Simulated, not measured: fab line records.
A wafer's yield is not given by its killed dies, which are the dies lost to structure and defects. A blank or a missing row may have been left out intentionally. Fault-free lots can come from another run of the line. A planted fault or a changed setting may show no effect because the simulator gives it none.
A lot that was struck, set against a sound lot || flow gf180mcu || 19 steps out of a route of 602
Sound: wafers L105.2, L105.3, L105.4. Wafers struck: L995.2, L995.3, L995.6. The cause is given at the end.
Order at every step that has rows: each side's tool, ch and its chambers, its first start. Under that, the readings that differ: sound wafers || struck wafers || difference of the means || sigmas: that difference in standard deviations of wafers without a fault.
alike: a reading whose means differ by less than 2 such deviations, as well as words and numbers matching on both sides. not compared: withheld readings; readings where some wafer has no value; bounds like >300 that might hide an equal value; numbers whose values overlap and for which the record gives no deviation.
Wherever a step has rows on one side only, a row that says differs or no value, or a row with sigmas, the two part there. Non-overlapping numbers with no deviation appear without sigmas and do not part them. A reading that every wafer of one side lacks parts them only if that side has two wafers or more.

first, 4 steps without rows for these wafers: GF_NSD_SOFTBAKE_03 (time 60 s); GF_NSD_EXPOSE_04 (exposes mask Nplus, target cd 400 nm); GF_NSD_PEB_05; GF_NSD_DEVELOP_06 (develop time 60 s).
GF_NSD_CD_MEAS_07: the cd target is 400 nm.
  sound on cd-sem-01 at day 19 16:30; struck on cd-sem-01 at day 15 21:25
  alike: cd-nm
GF_NSD_OVL_MEAS_08:
  sound on overlay-02 at day 19 16:37; struck on overlay-01 at day 15 21:32
{"reading": "NSD_OVL (nm)", "sound": "0.6 -0.6 2.2", "struck": "5.1 4.4 5.3", "difference": "+4.2", "sigmas": "+3"}
then, 2 steps without rows for these wafers: GF_NSD_IMPLANT_09; GF_NSD_IMPLANT_10.
GF_NSD_STRIP_11: strips in O2/N2.
  sound on plasma-asher-01 ch 0,1, day 19 16:56; struck on plasma-asher-01 ch 1, day 15 21:52
  alike: drypump-motor-current-A, heater-power-w, oes-product-au, platen-temp-c, strip-time-to-endpoint-s
  not compared: rf-hours-counter-h
GF_NSD_TW_MEAS_12:
  sound on film-metro-01 at day 19 17:03; struck on film-metro-02 at day 15 21:58
  alike: NSD_TW
then, 2 steps without rows for these wafers: GF_PSD_DEHYDRATE_00 (time 60 s); GF_PSD_HMDS_01 (prime time 60 s).
GF_PSD_COAT_02: resist thk 1000 nm.
  sound on litho-track-01 ch 0, day 20 05:00; struck on litho-track-01, day 16 08:48
  no value came back on the struck wafers for chill-plate-temp-C (C), dispense-pressure-kPa (kPa), resist-line-temp-C (C); on the sound wafers chill-plate-temp-C (C) reads 23.07 23.10 23.01
then, 4 steps without rows for these wafers: GF_PSD_SOFTBAKE_03 (time 60 s); GF_PSD_EXPOSE_04 (exposes mask Pplus, target cd 400 nm); GF_PSD_PEB_05; GF_PSD_DEVELOP_06 (develop time 60 s).
GF_PSD_CD_MEAS_07: the cd target is 400 nm.
  sound on cd-sem-02 at day 20 17:26; struck on cd-sem-01 at day 16 20:00
{"reading": "cd-nm (nm)", "sound": "400.8 398.7 399.0", "struck": "- - -", "difference": "no value on the struck wafers", "sigmas": ""}
GF_PSD_OVL_MEAS_08:
  sound on overlay-01 at day 20 17:33; struck on overlay-01 at day 16 20:07
{"reading": "PSD_OVL (nm)", "sound": "1.9 4.0 4.7", "struck": "- - -", "difference": "no value on the struck wafers", "sigmas": ""}

WHERE THEY PART
Earliest at GF_NSD_OVL_MEAS_08; latest, in this record, at GF_PSD_OVL_MEAS_08.

WHY: the cause the simulator had injected
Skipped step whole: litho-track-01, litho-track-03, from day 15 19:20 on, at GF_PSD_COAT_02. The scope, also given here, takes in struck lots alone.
